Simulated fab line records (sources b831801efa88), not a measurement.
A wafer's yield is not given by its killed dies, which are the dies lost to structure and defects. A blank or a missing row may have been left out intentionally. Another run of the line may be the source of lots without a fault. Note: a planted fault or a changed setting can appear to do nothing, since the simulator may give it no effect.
Which tool was responsible? -- flow sky130 -- 24 lots, 72 wafers sampled, at 6 steps of a route of 708

## WHAT THE GAUGES SHOWED, per wafer
SKY_PASSIVATION_THK_MEAS_01.
lot,measured,on,PASSIVATION_CVD_00_THK (nm)
L074,day 44 00:13,filmMetro-01,90.4 88.4 90.3
L075,day 44 04:36,filmMetro-03,86.8 89.6 88.3
L076,day 44 16:17,filmMetro-01,87.9 89.4 91.4
L077,day 45 01:18,filmMetro-03,89.0 88.0 91.1
L078,day 45 01:31,filmMetro-01,87.3 87.3 88.5
L079,day 45 12:34,filmMetro-01,89.7 88.5 90.4
L080,day 45 21:56,filmMetro-01,90.5 90.5 91.4
L081,day 46 05:20,filmMetro-01,90.1 87.9 89.6
L082,day 46 06:43,filmMetro-03,91.2 91.2 91.1
L083,day 46 11:20,filmMetro-03,88.1 92.1 89.7
L084,day 46 15:36,filmMetro-03,87.9 89.3 90.3
L085,day 46 22:23,filmMetro-01,91.0 87.8 90.1
L086,day 47 04:38,filmMetro-02,88.2 92.1 90.6
L087,day 47 10:15,filmMetro-01,92.0 92.0 88.6
L088,day 47 13:51,filmMetro-02,90.0 88.9 92.0
L089,day 48 01:53,filmMetro-02,90.2 88.4 91.2
L090,day 48 09:14,filmMetro-03,89.6 91.3 91.5
L091,day 48 09:33,filmMetro-03,87.8 91.7 88.9
L092,day 48 11:14,filmMetro-01,89.7 91.8 90.4
L093,day 48 20:44,filmMetro-02,88.2 90.1 89.1
L094,day 48 22:45,filmMetro-01,89.4 91.3 91.6
L095,day 49 08:10,filmMetro-02,89.8 92.5 91.2
L096,day 49 17:16,filmMetro-01,87.7 90.3 90.7
L097,day 49 21:05,filmMetro-02,89.1 90.5 90.0

## TOOL THAT RAN EACH LOT (tool first, then ch and the chambers of the sampled wafers, then the start)
lot,SKY_METAL4_SPUTTER_04,SKY_CAP2M_METAL_ETCH_13,SKY_METAL4_STRIP_19,SKY_VIA4_SPUTTER_17,SKY_METAL5_SPUTTER_02
L074,"pvdSputter-03, day 39 21:07","rieMetal-02 ch 0,1, day 40 21:23","plasmaAsher-02 ch 0,1, day 41 22:52","pvdSputter-02, day 43 00:09","pvdSputter-03, day 43 01:03"
L075,"pvdSputter-04, day 40 02:41","rieMetal-01 ch 0,1, day 41 03:20","plasmaAsher-03 ch 1, day 42 04:16","pvdSputter-01, day 43 04:43","pvdSputter-03, day 43 05:37"
L076,"pvdSputter-03, day 40 14:13","rieMetal-03 ch 0,1, day 41 14:32","plasmaAsher-04 ch 0,1, day 42 15:45","pvdSputter-01, day 43 16:45","pvdSputter-04, day 43 17:29"
L077,"pvdSputter-03, day 40 23:21","rieMetal-01 ch 0, day 41 23:41","plasmaAsher-02 ch 0,1, day 43 00:17","pvdSputter-04, day 44 00:22","pvdSputter-04, day 44 01:07"
L078,"pvdSputter-03, day 41 00:08","rieMetal-02 ch 0,1, day 42 00:53","plasmaAsher-02 ch 0,1, day 43 01:25","pvdSputter-01, day 44 01:56","pvdSputter-04, day 44 02:41"
L079,"pvdSputter-03, day 41 11:55","rieMetal-02 ch 0,1, day 42 12:17","plasmaAsher-02 ch 0,1, day 43 12:40","pvdSputter-04, day 44 13:21","pvdSputter-03, day 44 14:05"
L080,"pvdSputter-02, day 41 22:10","rieMetal-02 ch 0,1, day 42 21:23","plasmaAsher-02 ch 0,1, day 43 21:37","pvdSputter-04, day 44 22:46","pvdSputter-01, day 44 23:30"
L081,"pvdSputter-03, day 42 07:58","rieMetal-03 ch 0,1, day 43 06:56","plasmaAsher-04 ch 0,1, day 44 06:38","pvdSputter-02, day 45 06:24","pvdSputter-04, day 45 07:08"
L082,"pvdSputter-02, day 42 09:16","rieMetal-03 ch 0,1, day 43 08:25","plasmaAsher-03 ch 0,1, day 44 08:16","pvdSputter-01, day 45 08:08","pvdSputter-03, day 45 08:53"
L083,"pvdSputter-03, day 42 15:02","rieMetal-01 ch 0,1, day 43 13:35","plasmaAsher-04 ch 0,1, day 44 13:37","pvdSputter-01, day 45 12:53","pvdSputter-04, day 45 13:37"
L084,"pvdSputter-02, day 42 19:04","rieMetal-03 ch 0,1, day 43 17:59","plasmaAsher-03 ch 0,1, day 44 17:31","pvdSputter-04, day 45 17:20","pvdSputter-03, day 45 18:04"
L085,"pvdSputter-04, day 43 02:13","rieMetal-03 ch 0,1, day 44 01:08","plasmaAsher-04 ch 0,1, day 45 00:29","pvdSputter-04, day 45 23:29","pvdSputter-03, day 46 00:13"
L086,"pvdSputter-02, day 43 09:40","rieMetal-01 ch 0,1, day 44 08:05","plasmaAsher-03 ch 0, day 45 07:12","pvdSputter-01, day 46 06:13","pvdSputter-04, day 46 06:57"
L087,"pvdSputter-03, day 43 16:58","rieMetal-01 ch 0,1, day 44 15:06","plasmaAsher-04 ch 0,1, day 45 14:23","pvdSputter-04, day 46 12:55","pvdSputter-01, day 46 13:39"
L088,"pvdSputter-02, day 43 20:45","rieMetal-01 ch 0,1, day 44 18:50","plasmaAsher-03 ch 0,1, day 45 17:39","pvdSputter-04, day 46 16:11","pvdSputter-04, day 46 16:55"
L089,"pvdSputter-03, day 44 10:37","rieMetal-02 ch 0, day 45 08:20","plasmaAsher-02 ch 0,1, day 46 06:22","pvdSputter-02, day 47 04:01","pvdSputter-03, day 47 04:46"
L090,"pvdSputter-02, day 44 18:34","rieMetal-01 ch 0,1, day 45 16:21","plasmaAsher-03 ch 0,1, day 46 14:07","pvdSputter-02, day 47 11:52","pvdSputter-03, day 47 12:36"
L091,"pvdSputter-03, day 44 19:51","rieMetal-02 ch 0, day 45 16:44","plasmaAsher-02 ch 0,1, day 46 14:32","pvdSputter-04, day 47 12:28","pvdSputter-04, day 47 13:12"
L092,"pvdSputter-02, day 44 20:53","rieMetal-03 ch 0,1, day 45 18:40","plasmaAsher-04 ch 0,1, day 46 16:30","pvdSputter-01, day 47 14:22","pvdSputter-04, day 47 15:06"
L093,"pvdSputter-04, day 45 06:44","rieMetal-02 ch 0,1, day 46 03:48","plasmaAsher-03 ch 0,1, day 47 01:25","pvdSputter-01, day 47 23:31","pvdSputter-04, day 48 00:15"
L094,"pvdSputter-03, day 45 11:03","rieMetal-02 ch 1, day 46 08:11","plasmaAsher-03 ch 0,1, day 47 05:01","pvdSputter-01, day 48 02:58","pvdSputter-01, day 48 03:49"
L095,"pvdSputter-03, day 45 22:37","rieMetal-03 ch 1, day 46 18:29","plasmaAsher-03 ch 0,1, day 47 15:32","pvdSputter-04, day 48 12:36","pvdSputter-01, day 48 13:20"
L096,"pvdSputter-04, day 46 08:46","rieMetal-02 ch 0,1, day 47 04:59","plasmaAsher-04 ch 0,1, day 48 02:14","pvdSputter-04, day 48 22:10","pvdSputter-03, day 48 22:54"
L097,"pvdSputter-02, day 46 14:22","rieMetal-03 ch 0,1, day 47 10:27","plasmaAsher-02 ch 0,1, day 48 06:28","pvdSputter-02, day 49 02:28","pvdSputter-01, day 49 03:12"
- SKY_METAL4_SPUTTER_04: material TiN, target thk 70 nm, time 58.3 s.
- SKY_CAP2M_METAL_ETCH_13: etches TiN in Cl2/BCl3, stops on SiO2, target depth 220 nm, time 62.9 s.
- SKY_METAL4_STRIP_19: strips in O2/N2.
- SKY_VIA4_SPUTTER_17: material TiN, target thk 20 nm, time 80 s.
- SKY_METAL5_SPUTTER_02: material AlCu, target thk 1150 nm, time 61.2 s.

## WHAT THE TOOLS THEMSELVES READ (means of the sampled wafers that have a number; where no wafer has one, the mark that the record gives instead)
SKY_METAL4_SPUTTER_04.
lot,tool,throttleValvePct (%)
L074,pvdSputter-03,30.4
L075,pvdSputter-04,30.5
L076,pvdSputter-03,30.3
L077,pvdSputter-03,31.0
L078,pvdSputter-03,30.1
L079,pvdSputter-03,30.3
L080,pvdSputter-02,30.8
L081,pvdSputter-03,29.0
L082,pvdSputter-02,31.0
L083,pvdSputter-03,30.1
L084,pvdSputter-02,30.8
L085,pvdSputter-04,29.8
L086,pvdSputter-02,30.9
L087,pvdSputter-03,30.3
L088,pvdSputter-02,30.6
L089,pvdSputter-03,29.2
L090,pvdSputter-02,30.6
L091,pvdSputter-03,30.4
L092,pvdSputter-02,30.6
L093,pvdSputter-04,29.6
L094,pvdSputter-03,31.5
L095,pvdSputter-03,31.5
L096,pvdSputter-04,29.7
L097,pvdSputter-02,30.8

SKY_CAP2M_METAL_ETCH_13.
lot,tool,drypumpMotorCurrentA (A),oesProductAu (a.u.),throttleValvePct (%)
L074,rieMetal-02,5.72,0.945,21.901
L075,rieMetal-01,5.88,0.948,21.899
L076,rieMetal-03,5.52,0.938,21.910
L077,rieMetal-01,6.07,0.942,21.908
L078,rieMetal-02,5.60,0.947,21.884
L079,rieMetal-02,5.71,0.947,21.898
L080,rieMetal-02,5.58,0.934,21.908
L081,rieMetal-03,5.57,0.942,21.905
L082,rieMetal-03,5.57,0.939,21.904
L083,rieMetal-01,5.90,0.940,21.903
L084,rieMetal-03,5.50,0.948,21.901
L085,rieMetal-03,5.52,0.942,21.900
L086,rieMetal-01,5.72,0.938,21.910
L087,rieMetal-01,5.74,0.931,21.904
L088,rieMetal-01,5.89,0.934,21.909
L089,rieMetal-02,5.82,0.945,21.906
L090,rieMetal-01,5.90,0.934,21.900
L091,rieMetal-02,5.86,0.932,21.903
L092,rieMetal-03,5.58,0.946,21.901
L093,rieMetal-02,5.59,0.938,21.902
L094,rieMetal-02,5.47,0.938,21.908
L095,rieMetal-03,5.46,0.946,21.909
L096,rieMetal-02,5.59,0.944,21.889
L097,rieMetal-03,5.51,0.936,21.917

SKY_METAL4_STRIP_19.
lot,tool,drypumpMotorCurrentA (A),n2FlowSccm (sccm),oesProductAu (a.u.),stripTimeToEndpointS (s)
L074,plasmaAsher-02,6.23,299.3,0.499,6.50
L075,plasmaAsher-03,6.18,299.5,0.502,6.55
L076,plasmaAsher-04,6.13,300.1,0.499,6.49
L077,plasmaAsher-02,6.26,299.7,0.500,6.55
L078,plasmaAsher-02,6.23,300.6,0.506,6.69
L079,plasmaAsher-02,6.26,299.0,0.508,6.68
L080,plasmaAsher-02,6.16,300.5,0.501,6.55
L081,plasmaAsher-04,6.14,300.5,0.508,6.73
L082,plasmaAsher-03,5.86,300.1,0.504,6.67
L083,plasmaAsher-04,6.15,299.9,0.503,6.64
L084,plasmaAsher-03,6.01,300.5,0.503,6.54
L085,plasmaAsher-04,6.15,300.0,0.512,6.78
L086,plasmaAsher-03,5.71,300.7,0.506,6.71
L087,plasmaAsher-04,6.18,301.1,0.507,6.72
L088,plasmaAsher-03,5.87,299.0,0.507,6.73
L089,plasmaAsher-02,6.25,298.4,0.501,6.60
L090,plasmaAsher-03,6.02,299.4,0.502,6.58
L091,plasmaAsher-02,6.18,299.8,0.505,6.68
L092,plasmaAsher-04,6.14,300.2,0.509,6.66
L093,plasmaAsher-03,6.02,301.1,0.506,6.77
L094,plasmaAsher-03,6.01,299.8,0.503,6.65
L095,plasmaAsher-03,6.02,299.3,0.501,6.55
L096,plasmaAsher-04,6.20,299.0,0.508,6.68
L097,plasmaAsher-02,6.27,300.0,0.493,6.48

SKY_VIA4_SPUTTER_17.
lot,tool,throttleValvePct (%)
L074,pvdSputter-02,30.7
L075,pvdSputter-01,28.2
L076,pvdSputter-01,30.0
L077,pvdSputter-04,30.2
L078,pvdSputter-01,29.5
L079,pvdSputter-04,30.1
L080,pvdSputter-04,30.1
L081,pvdSputter-02,30.8
L082,pvdSputter-01,28.8
L083,pvdSputter-01,28.3
L084,pvdSputter-04,30.0
L085,pvdSputter-04,30.0
L086,pvdSputter-01,28.3
L087,pvdSputter-04,30.2
L088,pvdSputter-04,30.0
L089,pvdSputter-02,31.1
L090,pvdSputter-02,30.6
L091,pvdSputter-04,30.3
L092,pvdSputter-01,28.4
L093,pvdSputter-01,27.2
L094,pvdSputter-01,28.4
L095,pvdSputter-04,30.1
L096,pvdSputter-04,29.8
L097,pvdSputter-02,30.7

SKY_METAL5_SPUTTER_02.
lot,tool,throttleValvePct (%)
L074,pvdSputter-03,31.0
L075,pvdSputter-03,30.2
L076,pvdSputter-04,29.7
L077,pvdSputter-04,30.3
L078,pvdSputter-04,29.8
L079,pvdSputter-03,30.3
L080,pvdSputter-01,28.5
L081,pvdSputter-04,30.0
L082,pvdSputter-03,30.2
L083,pvdSputter-04,30.5
L084,pvdSputter-03,31.4
L085,pvdSputter-03,31.3
L086,pvdSputter-04,29.9
L087,pvdSputter-01,29.7
L088,pvdSputter-04,30.0
L089,pvdSputter-03,30.2
L090,pvdSputter-03,29.2
L091,pvdSputter-04,29.9
L092,pvdSputter-04,30.0
L093,pvdSputter-04,29.8
L094,pvdSputter-01,29.0
L095,pvdSputter-01,29.5
L096,pvdSputter-03,30.4
L097,pvdSputter-01,28.5

## THE ANSWER, worked out from the rows above alone
Rule: the lots themselves supply what counts as usual. The widest of any qualifying gaps counts: lots, ordered by their means at a reading, are off when they make up no more than a third of the lots, leave a main group of 4 or more, and stand apart from it by 3 or more times the standard deviation of that group's means. The tables above print the reading to a certain number of digits; a main group whose means all agree to those digits is not used. A lot without any number at a reading at which 4 lots or more have one is off too. All remaining lots with rows at the step are treated as sound. Order of review: gauges by route order, followed by the tools' own readings, for which a lot's mean as printed above is used. The first step at which some lot is off is used, and at that step the reading that is off furthest; a lot without a number counts as furthest.
No lot is off on any of the readings shown, so nothing can be concluded from this.

## WHAT THE SIMULATOR HAD PUT IN
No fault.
